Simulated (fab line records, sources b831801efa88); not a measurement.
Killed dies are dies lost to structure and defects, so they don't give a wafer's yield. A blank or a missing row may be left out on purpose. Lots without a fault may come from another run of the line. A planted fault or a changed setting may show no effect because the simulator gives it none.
Chamber matching | flow sky130 | SKY_FIELD_ISO_ETCH_17 on rie_si-02: 4 sister chambers
The step etches Si in HBr/Cl2/O2, target depth 342 nm, time 97.7 s. 15 wafers are shown with their chamber, then 7 later ones without.

WAFERS WITH THEIR CHAMBER
wafer  | chamber | drypump_motor_current_A (A) | throttle_valve_pct (%) | oes_product_au (a.u.)
L796.1 | 2       | 5.06                        | 25.659                 | 1.004
L796.3 | 3       | 5.66                        | 25.646                 | 1.011
L796.6 | 0       | 5.43                        | 25.656                 | 0.999
L798.3 | 2       | 5.07                        | 25.658                 | 1.006
L798.4 | 3       | 5.67                        | 25.640                 | 0.998
L798.5 | 3       | 5.66                        | 25.652                 | 1.006
L800.1 | 0       | 5.44                        | 25.649                 | 1.014
L800.5 | 3       | 5.67                        | 25.654                 | 1.003
L800.6 | 2       | 5.08                        | 25.657                 | 1.003
L803.1 | 0       | 5.44                        | 25.638                 | 1.006
L803.2 | 3       | 5.66                        | 25.648                 | 1.014
L803.5 | 1       | 5.95                        | 25.651                 | 1.017
L804.3 | 1       | 5.91                        | 25.630                 | 1.009
L804.4 | 0       | 5.47                        | 25.668                 | 1.001
L804.6 | 2       | 5.07                        | 25.669                 | 1.012

SIGNATURES (means of the wafers above)
reading                 | chamber 0 | chamber 1 | chamber 2 | chamber 3 | scatter within a chamber
drypump_motor_current_A | 5.4450    | 5.9300    | 5.0700    | 5.6640    | 0.0136
throttle_valve_pct      | 25.65275  | 25.64050  | 25.66075  | 25.64800  | 0.00909
oes_product_au          | 1.00500   | 1.01300   | 1.00625   | 1.00640   | 0.00585
Rule: a wafer's distance from a chamber is the root of the sum, over the readings, of the square of ((its reading less the chamber's mean) divided by the reading's scatter). The wafer belongs to the nearest chamber; if the next one is less than 2 further off, it can't be placed. The scatter: the root of (the sum of the squares of (reading less its chamber's mean) over the shown wafers, divided by (wafers less chambers)).

WAFERS WITHOUT THEIR CHAMBER
wafer  | drypump_motor_current_A (A) | throttle_valve_pct (%) | oes_product_au (a.u.)
L805.5 | 5.07                        | 25.651                 | 1.007
L805.6 | 5.47                        | 25.638                 | 1.014
L806.3 | 5.07                        | 25.640                 | 1.024
L808.1 | 5.66                        | 25.653                 | 1.001
L819.2 | 5.89                        | 25.644                 | 1.015
L819.3 | 5.70                        | 25.645                 | 1.003
L819.5 | 5.08                        | 25.647                 | 1.015

WHICH CHAMBER EACH WENT THROUGH
wafer  | from the rows above | in truth
L805.5 | 2                   | 2
L805.6 | 0                   | 0
L806.3 | 2                   | 2
L808.1 | 3                   | 3
L819.2 | 1                   | 1
L819.3 | 3                   | 3
L819.5 | 2                   | 2
Placed correctly: 7 of 7. Can't be placed from these rows: 0. Placed wrongly: 0.
